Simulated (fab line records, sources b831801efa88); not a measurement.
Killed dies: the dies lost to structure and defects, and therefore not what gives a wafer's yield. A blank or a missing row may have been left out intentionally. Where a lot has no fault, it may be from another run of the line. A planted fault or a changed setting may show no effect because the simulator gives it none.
fab line records    flow sky130    part 1 of 2: steps 1 to 42 of 43
record: lots: 6  wafers: 18  last_day: 50
route steps=708 shown CAP2M@620 METAL4@621 VIA4@639 METAL5@661 PAD_OPEN@708
lots untouched by any fault: they come from a run of this same line in which no faults occurred
start_h: the number of hours between the record's first day and the start of the first shown wafer of the lot    wait_h: how many hours have passed since the lot's step before this one    " identical to the entry in the row above    L1.1+2: a row that stands for several wafers    - either no value or no given start    * or withheld: withheld    < > ~ a bound
route shown NAME@n: names a module that has steps shown in the file, with the first one's number in the route    usual: the fault-free wafers' mean and standard deviation    same: alike in all rows    chamber/n: place in a boat    sites: per-site readings    _std_site: how widely they spread, as a standard deviation    _edge_site: inner sites' mean taken away from outer sites' mean    radius_mm: how far each site lies from the wafer's centre    mask NAME#n: copy n    behind: the last tool/chamber to shape the wafer    hold: reason for holding the lot/hours on hold/outcome of the hold    device: the n, p or np transistor that did not switch    end of line: tests run on the same wafers once the route is complete    a step with no rows: only its recipe    killed: the dies lost at the first sort to structure and to defects; this is not the yield of the wafer    map: the dies of a wafer, with x for killed, . for not killed, _ for no die there
set.NAME: the run value of the setting; set.NAME@STEP: its run value at that earlier step    model.NAME: the simulator's own value behind a step, which no gauge read
lots at selected steps of the route; one table per step, one row per wafer
services: when a tool's chamber went out of use (start_h, in hours from the record's first day, below 0 if earlier), for how many hours, and the reason
== steps ==
step: SKY_CAP2M_CLEAN_17
recipe: chemistry: O3/DIW  dry: n2_spin
step: SKY_METAL4_DEHYDRATE_05
recipe: temp_c: 200  time_s: 60
step: SKY_METAL4_HMDS_06
recipe: prime_time_s: 60  prime_temp_c: 120
step: SKY_METAL4_COAT_07
recipe: resist: BARC  temp_c: withheld  time_s: withheld  spin_rpm: 3000  resist_thk_nm: 60
step: SKY_METAL4_COAT_08
recipe: resist: KrF-thick  spin_rpm: 3000  resist_thk_nm: 1140
step: SKY_METAL4_SOFTBAKE_09
recipe: temp_c: 100  time_s: 90  resist: KrF-thick
step: SKY_METAL4_EXPOSE_10
recipe: mask_id: MM4  na: 0.68  source_shape: annular  sigma_inner: 0.4  sigma_outer: 0.8  target_cd_nm: 300  dose_mj: 28
step: SKY_METAL4_PEB_11
recipe: peb_temp_c: withheld  peb_time_s: withheld  resist: KrF-thick
step: SKY_METAL4_DEVELOP_12
recipe: develop_time_s: 60  resist: KrF-thick  dev_temp_c: 21
step: SKY_METAL4_CD_MEAS_13
recipe: target_cd_nm: 300
usual: cd_nm: 300.0/1.6
lot.wafer  tool       chamber  start_h  wait_h  cd_nm
L689.2     cd_sem-02  -        1004.54  -       298.0
L689.3     "          -        "        "       297.9
L689.5     "          -        "        "       299.0
L695.2     cd_sem-02  -        1035.61  -       299.7
L695.4     "          -        "        "       300.9
L695.5     "          -        "        "       300.5
L696.1     cd_sem-01  -        1049.07  -       298.5
L696.3     "          -        "        "       300.3
L696.4     "          -        "        "       300.7
L700.1     cd_sem-02  -        1080.12  -       299.4
L700.3     "          -        "        "       299.4
L700.4     "          -        "        "       298.7
L706.2     cd_sem-02  -        1116.64  -       299.1
L706.4     "          -        "        "       299.6
L706.5     "          -        "        "       298.9
L708.1     cd_sem-01  -        1120.47  -       302.5
L708.3     "          -        "        "       301.2
L708.5     "          -        "        "       302.7
step: SKY_METAL4_OVL_MEAS_14
usual: METAL4_OVL: 2/5.5
lot.wafer  tool        chamber  start_h  wait_h  METAL4_OVL[nm]
L689.2     overlay-02  -        1004.65  0.1     -3
L689.3     "           -        "        "       1
L689.5     "           -        "        "       0
L695.2     overlay-02  -        1035.72  0.1     -1
L695.4     "           -        "        "       5
L695.5     "           -        "        "       10
L696.1     overlay-01  -        1049.19  0.1     15
L696.3     "           -        "        "       9
L696.4     "           -        "        "       -8
L700.1     overlay-01  -        1080.24  0.1     2
L700.3     "           -        "        "       10
L700.4     "           -        "        "       6
L706.2     overlay-02  -        1116.75  0.1     0
L706.4     "           -        "        "       1
L706.5     "           -        "        "       0
L708.1     overlay-02  -        1120.59  0.1     -2
L708.3     "           -        "        "       -1
L708.5     "           -        "        "       -6
step: SKY_METAL4_DESCUM_15
recipe: chemistry: O2  source_power_w: 150  bias_power_w: 0  pressure_mtorr: 10  temp_c: 40  time_s: 8
usual: drypump_motor_current_A: 5.9/0.55  oes_product_au: 0.998/0.013
lot.wafer  tool          chamber  start_h  wait_h  drypump_motor_current_A  oes_product_au  rf_hours_counter_h
L689.2     rie_metal-04  1        1004.68  0.0     6.1                      0.989           11
L689.3     "             0        "        "       5.3                      0.993           -
L689.5     "             0        "        "       5.3                      0.996           -
L695.2     rie_metal-03  0        1035.75  0.0     5.1                      0.980           19
L695.4     "             0        "        "       5.1                      0.980           -
L695.5     "             0        "        "       5.1                      0.976           -
L696.1     rie_metal-04  1        1049.23  0.0     6.1                      0.982           14
L696.3     "             1        "        "       6.1                      0.988           -
L696.4     "             0        "        "       5.3                      0.990           -
L700.1     rie_metal-02  0        1080.28  0.0     6.7                      0.983           20
L700.3     "             1        "        "       5.8                      1.003           -
L700.4     "             0        "        "       6.7                      0.996           -
L706.2     rie_metal-03  1        1116.79  0.0     6.0                      1.023           -
L706.4     "             1        "        "       6.0                      1.013           -
L706.5     "             1        "        "       6.0                      1.020           -
L708.1     rie_metal-03  0        1120.63  0.0     5.1                      0.985           24
L708.3     "             0        "        "       5.1                      0.994           -
L708.5     "             1        "        "       6.0                      1.010           -
step: SKY_METAL4_ETCH_16
recipe: chemistry: N2/H2  target: BARC  ion_energy_ev: 200  bias_w: 100  pressure_mtorr: 30  n2_flow_sccm: 100  h2_flow_sccm: 200  icp_w: 500  stop_on: SiO2  time_s: 88.2  target_depth_a: 600
usual: drypump_motor_current_A: 5.9/0.55  oes_product_au: 0.626/0.0047  throttle_valve_pct: 13.205/0.0091
lot.wafer  tool          chamber  start_h  wait_h  drypump_motor_current_A  oes_product_au  rf_hours_counter_h  throttle_valve_pct
L689.2     rie_metal-04  1        1004.71  0.0     6.1                      0.627           11                  13.204
L689.3     "             0        "        "       5.3                      0.626           -                   13.204
L689.5     "             0        "        "       5.3                      0.632           -                   13.191
L695.2     rie_metal-03  0        1035.78  0.0     5.1                      0.626           19                  13.206
L695.4     "             0        "        "       5.1                      0.627           -                   13.215
L695.5     "             0        "        "       5.1                      0.629           -                   13.209
L696.1     rie_metal-04  1        1049.26  0.0     6.1                      0.641           14                  13.201
L696.3     "             1        "        "       6.1                      0.627           -                   13.226
L696.4     "             0        "        "       5.3                      0.620           -                   13.194
L700.1     rie_metal-02  0        1080.31  0.0     6.8                      0.627           20                  13.200
L700.3     "             1        "        "       5.8                      0.632           -                   13.202
L700.4     "             0        "        "       6.8                      0.630           -                   13.213
L706.2     rie_metal-03  1        1116.88  0.1     6.0                      0.632           -                   13.211
L706.4     "             1        "        "       6.0                      0.621           -                   13.204
L706.5     "             1        "        "       6.0                      0.626           -                   13.215
L708.1     rie_metal-03  0        1120.66  0.0     5.1                      0.624           24                  13.203
L708.3     "             0        "        "       5.1                      0.618           -                   13.200
L708.5     "             1        "        "       6.0                      0.623           -                   13.206
step: SKY_METAL4_ETCH_17
recipe: target: SiO2  stop_on: TiN  chemistry: C4F8/O2/Ar  source_w: 1500  bias_w: 1200  pressure_mtorr: 40  c4f8_flow_sccm: withheld  O2_flow_sccm: 6  Ar_flow_sccm: 300  time_s: 3.9  target_depth_a: 150
step: SKY_METAL4_METAL_ETCH_18
recipe: target_depth_a: 8450  stop_on: SiO2  over_etch_frac: 0.3  time_s: 183.1  chemistry: Cl2/BCl3  resist_sidewall_deg: 88  pressure_mtorr: 10  icp_w: 900  bias_w: 48.5  Cl2_flow_sccm: 60  bcl3_flow_sccm: 30
step: SKY_METAL4_STRIP_19
recipe: chemistry: O2/N2  power_w: 1400  pressure_mtorr: 1500  platen_temp_c: withheld  o2_flow_sccm: 3000  n2_flow_sccm: 300  overash_fraction: 0.5
usual: drypump_motor_current_A: 5.6/0.57  oes_product_au: 0.503/0.0069  strip_time_to_endpoint_s: 6.55/0.11
same: overash_fraction: 0.5
lot.wafer  tool             chamber  start_h  wait_h  drypump_motor_current_A  oes_product_au  rf_hours_counter_h  strip_time_to_endpoint_s
L689.2     plasma_asher-04  1        1005.01  0.1     5.1                      0.513           116                 6.65
L689.3     "                0        "        "       5.6                      0.506           -                   6.66
L689.5     "                0        "        "       5.6                      0.496           -                   6.56
L695.2     plasma_asher-02  1        1036.07  0.1     5.3                      0.505           57                  6.51
L695.4     "                1        "        "       5.3                      0.510           -                   6.62
L695.5     "                0        "        "       6.8                      0.512           -                   6.60
L696.1     plasma_asher-04  0        1049.56  0.1     5.6                      0.510           120                 6.71
L696.3     "                1        "        "       5.2                      0.496           -                   6.44
L696.4     "                0        "        "       5.6                      0.515           -                   6.73
L700.1     plasma_asher-03  0        1080.61  0.1     5.0                      0.493           98                  6.33
L700.3     "                1        "        "       5.9                      0.490           -                   6.38
L700.4     "                0        "        "       5.0                      0.513           -                   6.72
L706.2     plasma_asher-03  0        1117.24  0.1     5.1                      0.512           102                 6.60
L706.4     "                0        "        "       5.0                      0.502           -                   6.64
L706.5     "                0        "        "       5.1                      0.510           -                   6.67
L708.1     plasma_asher-02  0        1120.96  0.1     6.8                      0.507           65                  6.64
L708.3     "                0        "        "       6.8                      0.506           -                   6.64
L708.5     "                0        "        "       6.8                      0.498           -                   6.55
step: SKY_METAL4_STRIP_20
recipe: chemistry: post_etch_residue_remover  time_s: 1200  temp_c: 72.5
step: SKY_METAL4_CLEAN_21
recipe: chemistry: IPA  time_s: 180  temp_c: 25
step: SKY_METAL4_CLEAN_22
recipe: chemistry: O3/DIW  dry: n2_spin
step: SKY_VIA4_HDPCVD_00
recipe: material: SiO2  target_thk_nm: 1750  sigma_open_frac: 0.3  time_s: 297.7  temp_c: 400  sih4_flow_sccm: 60  pressure_mtorr: 6
step: SKY_VIA4_THK_MEAS_01
recipe: reads: SiO2_of_VIA4_HDPCVD_00
usual: VIA4_HDPCVD_THK: 1779/18
lot.wafer  tool           chamber  start_h  wait_h  VIA4_HDPCVD_THK[nm]
L689.2     film_metro-01  -        1005.80  0.1     1790
L689.3     "              -        "        "       1773
L689.5     "              -        "        "       1771
L695.2     film_metro-04  -        1036.85  0.1     1797
L695.4     "              -        "        "       1794
L695.5     "              -        "        "       1808
L696.1     film_metro-04  -        1050.36  0.1     1770
L696.3     "              -        "        "       1774
L696.4     "              -        "        "       1749
L700.1     film_metro-01  -        1081.47  0.2     1789
L700.3     "              -        "        "       1802
L700.4     "              -        "        "       1802
L706.2     film_metro-01  -        1118.05  0.1     1757
L706.4     "              -        "        "       1762
L706.5     "              -        "        "       1756
L708.1     film_metro-04  -        1121.91  0.1     1723
L708.3     "              -        "        "       1748
L708.5     "              -        "        "       1770
step: SKY_VIA4_CMP_02
recipe: material: SiO2  down_force_psi: 4  platen_rpm: 60  pad_velocity_m_s: 0.94248
step: SKY_VIA4_BOW_MEAS_03
recipe: mode: bow
usual: VIA4_BOW: 76/8.1
lot.wafer  tool           chamber  start_h  wait_h  VIA4_BOW[um]
L689.2     film_metro-04  -        1006.48  0.3     96
L689.3     "              -        "        "       77
L689.5     "              -        "        "       89
L695.2     film_metro-02  -        1037.22  0.1     80
L695.4     "              -        "        "       79
L695.5     "              -        "        "       76
L696.1     film_metro-01  -        1050.72  0.1     82
L696.3     "              -        "        "       87
L696.4     "              -        "        "       81
L700.1     film_metro-04  -        1081.83  0.2     73
L700.3     "              -        "        "       85
L700.4     "              -        "        "       69
L706.2     film_metro-01  -        1118.42  0.1     71
L706.4     "              -        "        "       71
L706.5     "              -        "        "       69
L708.1     film_metro-02  -        1122.27  0.1     73
L708.3     "              -        "        "       65
L708.5     "              -        "        "       76
step: SKY_VIA4_DEHYDRATE_04
recipe: temp_c: 200  time_s: 60
step: SKY_VIA4_HMDS_05
recipe: prime_time_s: 60  prime_temp_c: 120
step: SKY_VIA4_COAT_06
recipe: resist: NOVOLAK  spin_rpm: 3000  resist_thk_nm: 1140
step: SKY_VIA4_SOFTBAKE_07
recipe: temp_c: 90  time_s: 60  resist: NOVOLAK
step: SKY_VIA4_EXPOSE_08
recipe: mask_id: VIM4  na: 0.6  source_shape: conventional  sigma_outer: 0.6  polarization: unpolarized  target_cd_nm: 800  dose_mj: 132
step: SKY_VIA4_PEB_09
recipe: temp_c: withheld  time_s: *  resist: NOVOLAK
step: SKY_VIA4_DEVELOP_10
recipe: resist: NOVOLAK  developer: TMAH  develop_time_s: 60  dev_temp_c: 23
step: SKY_VIA4_OVL_MEAS_11
usual: VIA4_OVL: 0.5/1.3
lot.wafer  tool        chamber  start_h  wait_h  VIA4_OVL[nm]
L689.2     overlay-01  -        1028.83  0.1     -0.1
L689.3     "           -        "        "       0.6
L689.5     "           -        "        "       -0.8
L695.2     overlay-01  -        1058.28  0.1     -1.1
L695.4     "           -        "        "       -1.7
L695.5     "           -        "        "       -0.5
L696.1     overlay-01  -        1072.17  0.1     1.4
L696.3     "           -        "        "       0.3
L696.4     "           -        "        "       3.5
L700.1     overlay-02  -        1101.83  0.1     1.8
L700.3     "           -        "        "       1.6
L700.4     "           -        "        "       0.7
L706.2     overlay-01  -        1136.83  0.1     -0.1
L706.4     "           -        "        "       0.9
L706.5     "           -        "        "       2.0
L708.1     overlay-02  -        1141.02  0.1     -0.8
L708.3     "           -        "        "       -0.9
L708.5     "           -        "        "       0.6
step: SKY_VIA4_ETCH_12
recipe: target: SiO2  chemistry: C4F8/O2/Ar  stop_on: TiN  mask_material: NOVOLAK  source_w: 1500  bias_w: 1200  pressure_mtorr: 40  c4f8_flow_sccm: withheld  O2_flow_sccm: 6  Ar_flow_sccm: 300  time_s: withheld  target_depth_a: 5800
usual: oes_product_au: 0.926/0.0045
lot.wafer  tool         chamber  start_h  wait_h  oes_product_au
L689.2     rie_diel-02  3        1028.86  0.0     0.923
L689.3     "            0        "        "       0.925
L689.5     "            1        "        "       0.920
L695.2     rie_diel-02  0        1058.31  0.0     0.929
L695.4     "            1        "        "       0.922
L695.5     "            1        "        "       0.919
L696.1     rie_diel-02  0        1072.21  0.0     0.931
L696.3     "            3        "        "       0.930
L696.4     "            1        "        "       0.927
L700.1     rie_diel-02  0        1101.87  0.0     0.930
L700.3     "            3        "        "       0.926
L700.4     "            2        "        "       0.922
L706.2     rie_diel-01  1        1136.86  0.0     0.924
L706.4     "            2        "        "       0.918
L706.5     "            2        "        "       0.917
L708.1     rie_diel-03  3        1141.06  0.0     0.928
L708.3     "            2        "        "       0.922
L708.5     "            3        "        "       0.929
step: SKY_VIA4_STRIP_13
recipe: chemistry: O2/N2  power_w: 1400  pressure_mtorr: 1500  platen_temp_c: withheld  o2_flow_sccm: 3000  n2_flow_sccm: 300  overash_fraction: 0.5
step: SKY_VIA4_STRIP_14
recipe: chemistry: post_etch_residue_remover  time_s: 1200  temp_c: 72.5
step: SKY_VIA4_CLEAN_15
recipe: chemistry: IPA  time_s: 180  temp_c: 25
step: SKY_VIA4_CLEAN_16
recipe: chemistry: O3/DIW  dry: n2_spin
step: SKY_VIA4_SPUTTER_17
recipe: material: TiN  target_thk_nm: 20  chamber_pressure_pa: 5  power_w: 4000  time_s: 80
step: SKY_VIA4_CVD_18
recipe: material: W  target_thk_nm: 505  time_s: 152.14  temp_c: 400  pressure_torr: 40
step: SKY_VIA4_RS_MEAS_19
recipe: thk_meas_gauge: four-point-probe  reads: W_of_VIA4_CVD_18+TiN_of_VIA4_SPUTTER_17
usual: VIA4_W_RS: 0.226/0.0052
lot.wafer  tool           chamber  start_h  wait_h  VIA4_W_RS[ohm/sq]
L689.2     film_metro-04  -        1029.77  0.1     0.227
L689.3     "              -        "        "       0.230
L689.5     "              -        "        "       0.233
L695.2     film_metro-02  -        1059.20  0.1     0.226
L695.4     "              -        "        "       0.229
L695.5     "              -        "        "       0.229
L696.1     film_metro-02  -        1073.09  0.1     0.214
L696.3     "              -        "        "       0.217
L696.4     "              -        "        "       0.223
L700.1     film_metro-02  -        1102.75  0.1     0.226
L700.3     "              -        "        "       0.223
L700.4     "              -        "        "       0.219
L706.2     film_metro-02  -        1137.76  0.1     0.229
L706.4     "              -        "        "       0.230
L706.5     "              -        "        "       0.236
L708.1     film_metro-02  -        1142.28  0.1     0.221
L708.3     "              -        "        "       0.227
L708.5     "              -        "        "       0.226
step: SKY_VIA4_THK_MEAS_20
recipe: thk_meas_gauge: xrf  reads: W_of_VIA4_CVD_18
usual: VIA4_W_THK: 515/12
lot.wafer  tool           chamber  start_h  wait_h  VIA4_W_THK[nm]
L689.2     film_metro-04  -        1029.88  0.1     517
L689.3     "              -        "        "       515
L689.5     "              -        "        "       509
L695.2     film_metro-02  -        1059.31  0.1     513
L695.4     "              -        "        "       507
L695.5     "              -        "        "       506
L696.1     film_metro-02  -        1073.21  0.1     541
L696.3     "              -        "        "       533
L696.4     "              -        "        "       518
L700.1     film_metro-02  -        1102.87  0.1     516
L700.3     "              -        "        "       523
L700.4     "              -        "        "       535
L706.2     film_metro-02  -        1137.87  0.1     506
L706.4     "              -        "        "       502
L706.5     "              -        "        "       490
L708.1     film_metro-02  -        1142.40  0.1     524
L708.3     "              -        "        "       510
L708.5     "              -        "        "       510
step: SKY_VIA4_CMP_21
recipe: stop_on: SiO2  t_overpolish_s: 25  down_force_psi: 3.5  platen_rpm: 60  target_thk_nm: 0  pad_velocity_m_s: 0.94248
usual: edge_zone_pressure_frac: 0.999/0.0053  head_pressure_psi: 3.500/0.0076  motor_current_A: 11.3/0.98  overpolish_run_s: 24.999/0.0095  time_to_endpoint_s: 124/6.2
lot.wafer  tool    chamber  start_h  wait_h  edge_zone_pressure_frac  head_pressure_psi  motor_current_A  overpolish_run_s  time_to_endpoint_s
L689.3     cmp-02  1        1029.93  0.0     0.995                    3.490              12.5             25.005            117
L689.2     "       2        "        "       0.996                    3.495              11.2             25.000            118
L689.5     "       2        "        "       1.001                    3.496              11.0             24.999            112
L695.4     cmp-02  2        1059.41  0.1     0.993                    3.503              11.2             25.011            119
L695.2     "       0        "        "       0.994                    3.480              11.0             25.002            129
L695.5     "       1        "        "       1.002                    3.496              12.6             24.995            126
L696.3     cmp-02  3        1073.27  0.0     1.000                    3.502              9.7              25.001            139
L696.1     "       0        "        "       0.999                    3.502              10.8             25.024            139
L696.4     "       1        "        "       0.993                    3.517              12.4             24.997            127
L700.1     cmp-01  3        1102.93  0.1     0.998                    3.496              11.1             25.002            125
L700.4     "       1        "        "       1.003                    3.499              10.4             25.006            134
L700.3     "       2        "        "       1.006                    3.511              12.4             24.980            122
L706.2     cmp-01  1        1138.02  0.1     1.000                    3.490              10.9             25.000            128
L706.4     "       2        "        "       0.987                    3.495              12.7             25.009            117
L706.5     "       1        "        "       1.000                    3.502              10.9             24.987            119
L708.1     cmp-01  1        1142.90  0.5     1.001                    3.502              10.9             24.992            126
L708.3     "       2        "        "       1.002                    3.510              12.3             24.985            122
L708.5     "       0        "        "       0.990                    3.501              12.1             25.017            122
step: SKY_METAL5_SPUTTER_00
recipe: material: Ti  target_thk_nm: 15  power_w: 3000  time_s: 10  chamber_pressure_pa: 0.4
usual: cathode_dc_power_W: 3000.0/0.55  chamber_pressure_pa: 0.4000/0.00079  throttle_valve_pct: 30.1/0.69
lot.wafer  tool            chamber  start_h  wait_h  cathode_dc_power_W  chamber_pressure_pa  throttle_valve_pct
L689.2     pvd_sputter-02  -        1030.23  0.2     3000.7              0.3993               30.1
L689.3     "               -        "        "       2999.3              0.4015               29.6
L689.5     "               -        "        "       2999.8              0.3981               30.9
L695.2     pvd_sputter-02  -        1059.66  0.1     2999.4              0.4005               30.0
L695.4     "               -        "        "       3000.1              0.4001               31.1
L695.5     "               -        "        "       3000.3              0.4006               30.9
L696.1     pvd_sputter-04  -        1073.57  0.2     2999.1              0.4006               28.8
L696.3     "               -        "        "       3000.4              0.4012               30.4
L696.4     "               -        "        "       3000.0              0.4014               29.5
L700.1     pvd_sputter-02  -        1103.23  0.2     3000.1              0.4001               30.1
L700.3     "               -        "        "       2999.3              0.4003               29.8
L700.4     "               -        "        "       3000.1              0.4001               30.7
L706.2     pvd_sputter-03  -        1138.27  0.2     2999.2              0.3996               31.1
L706.4     "               -        "        "       3000.5              0.3995               31.0
L706.5     "               -        "        "       2999.3              0.3992               31.0
L708.1     pvd_sputter-04  -        1143.10  0.1     3000.3              0.4013               28.6
L708.3     "               -        "        "       3000.8              0.3993               30.4
L708.5     "               -        "        "       3000.0              0.4007               30.5
